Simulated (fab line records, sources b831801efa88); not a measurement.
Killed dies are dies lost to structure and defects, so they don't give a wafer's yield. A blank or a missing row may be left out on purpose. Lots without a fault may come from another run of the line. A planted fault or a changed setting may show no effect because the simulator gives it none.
Chamber matching | flow sky130 | SKY_POLY_GATE_ETCH_16 on rie_diel-02: 4 sister chambers
The step etches Si3N4 in CH3F/O2, stops on poly-Si, time 147.5 s, target depth 75 nm. 20 wafers are shown with their chamber, then 10 later ones without.

WAFERS WITH THEIR CHAMBER
wafer  | chamber | drypump_motor_current_A (A) | throttle_valve_pct (%) | oes_product_au (a.u.)
L074.3 | 1       | 6.3                         | 10.520                 | 0.645
L074.5 | 3       | 5.0                         | 10.547                 | 0.642
L074.6 | 2       | 5.8                         | 10.541                 | 0.632
L075.3 | 2       | 5.7                         | 10.558                 | 0.650
L075.5 | 1       | 6.3                         | 10.530                 | 0.647
L075.6 | 2       | 5.7                         | 10.540                 | 0.638
L084.1 | 1       | 6.3                         | 10.540                 | 0.631
L084.2 | 2       | 5.7                         | 10.554                 | 0.643
L084.4 | 0       | 5.5                         | 10.548                 | 0.641
L086.2 | 1       | 6.3                         | 10.542                 | 0.638
L086.4 | 3       | 5.0                         | 10.542                 | 0.639
L086.5 | 2       | 5.7                         | 10.545                 | 0.645
L091.2 | 3       | 5.0                         | 10.550                 | 0.633
L091.3 | 2       | 5.7                         | 10.538                 | 0.646
L091.4 | 1       | 6.3                         | 10.542                 | 0.639
L092.4 | 1       | 6.3                         | 10.529                 | 0.644
L092.5 | 1       | 6.3                         | 10.517                 | 0.638
L092.6 | 0       | 5.5                         | 10.537                 | 0.640
L097.1 | 1       | 6.3                         | 10.519                 | 0.647
L097.2 | 0       | 5.6                         | 10.544                 | 0.635

SIGNATURES (means of the wafers above)
reading                 | chamber 0 | chamber 1 | chamber 2 | chamber 3 | scatter within a chamber
drypump_motor_current_A | 5.533     | 6.300     | 5.717     | 5.000     | 0.0306
throttle_valve_pct      | 10.54300  | 10.52988  | 10.54600  | 10.54633  | 0.00869
oes_product_au          | 0.63867   | 0.64113   | 0.64233   | 0.63800   | 0.00552
Rule: a wafer's distance from a chamber is the root of the sum, over the readings, of the square of ((its reading less the chamber's mean) divided by the reading's scatter). The wafer belongs to the nearest chamber; if the next one is less than 2 further off, it can't be placed. The scatter: the root of (the sum of the squares of (reading less its chamber's mean) over the shown wafers, divided by (wafers less chambers)).

WAFERS WITHOUT THEIR CHAMBER
wafer  | drypump_motor_current_A (A) | throttle_valve_pct (%) | oes_product_au (a.u.)
L097.4 | 5.7                         | 10.536                 | 0.642
L095.1 | 6.3                         | 10.529                 | 0.637
L095.3 | 5.7                         | 10.538                 | 0.639
L095.6 | 6.3                         | 10.527                 | 0.639
L093.2 | 5.0                         | 10.548                 | 0.643
L093.5 | 5.0                         | 10.525                 | 0.635
L093.6 | 5.5                         | 10.535                 | 0.636
L096.2 | 5.5                         | 10.526                 | 0.640
L096.3 | 6.3                         | 10.528                 | 0.645
L096.4 | 5.0                         | 10.536                 | 0.636

WHICH CHAMBER EACH WENT THROUGH
wafer  | from the rows above | in truth
L097.4 | 2                   | 2
L095.1 | 1                   | 1
L095.3 | 2                   | 2
L095.6 | 1                   | 1
L093.2 | 3                   | 3
L093.5 | 3                   | 3
L093.6 | 0                   | 0
L096.2 | 0                   | 0
L096.3 | 1                   | 1
L096.4 | 3                   | 3
Placed correctly: 10 of 10. Can't be placed from these rows: 0. Placed wrongly: 0.
